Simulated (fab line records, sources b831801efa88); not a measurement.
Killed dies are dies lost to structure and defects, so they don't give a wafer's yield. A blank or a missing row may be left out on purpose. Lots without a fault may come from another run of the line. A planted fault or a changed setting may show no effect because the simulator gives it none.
Which tool did it? | flow sky130 | 12 lots, 36 wafers sampled, at 1 step of a route of 708

WHAT THE GAUGES READ, wafer by wafer
SKY_VT_ADJUST_LVTN_OVL_MEAS_07. Usual: VT_ADJUST_LVTN_OVL -0.2 nm, standard deviation 1.3.
lot  | measured     | on         | VT_ADJUST_LVTN_OVL (nm) | flag
L757 | day 6 22:19  | overlay-01 | 1.2 1.5 -1.2            |
L758 | day 7 00:52  | overlay-01 | 0.8 -0.1 0.4            |
L759 | day 7 08:43  | overlay-02 | 1.1 0.9 1.8             |
L763 | day 8 13:10  | overlay-01 | -2.3 -2.6 -2.9          |
L765 | day 8 23:55  | overlay-02 | -1.1 -0.4 -0.9          |
L764 | day 9 00:53  | overlay-01 | -1.7 -0.7 -1.7          |
L770 | day 10 22:16 | overlay-02 | 0.1 -0.3 0.7            |
L772 | day 11 06:01 | overlay-02 | 0.9 1.6 1.7             |
L777 | day 12 09:37 | overlay-01 | 1.5 0.6 0.9             |
L778 | day 12 15:13 | overlay-02 | -1.3 -0.3 0.5           |
L779 | day 13 01:52 | overlay-02 | -0.8 -1.1 -0.3          |
L780 | day 13 05:43 | overlay-02 | 1.9 1.7 1.9             |

WHICH TOOL RAN EACH LOT (tool, then ch and the chambers of the sampled wafers, then the start)
The record holds no process step before these readings.

WHAT THE TOOLS THEMSELVES READ (means of the sampled wafers that have a number; where no wafer has one, the mark that the record gives instead)
The record holds no such reading with a usual standard deviation.

THE ANSWER, worked out from the rows above alone
Rule: a lot is off if the mean of its wafers that have a number lies more than 3 standard deviations from the usual mean. A lot without any number at a reading at which 4 lots or more have one is off too. The other lots that the step has rows for count as sound. The gauges are gone through in route order, then the tools' own readings, and for those a lot's mean is taken as printed above. The first step at which some lot is off is used, and at that step the reading that is off furthest; a lot without a number counts as furthest.
No lot is off at any reading shown: from this, nothing can be told.

WHAT THE SIMULATOR HAD PUT IN
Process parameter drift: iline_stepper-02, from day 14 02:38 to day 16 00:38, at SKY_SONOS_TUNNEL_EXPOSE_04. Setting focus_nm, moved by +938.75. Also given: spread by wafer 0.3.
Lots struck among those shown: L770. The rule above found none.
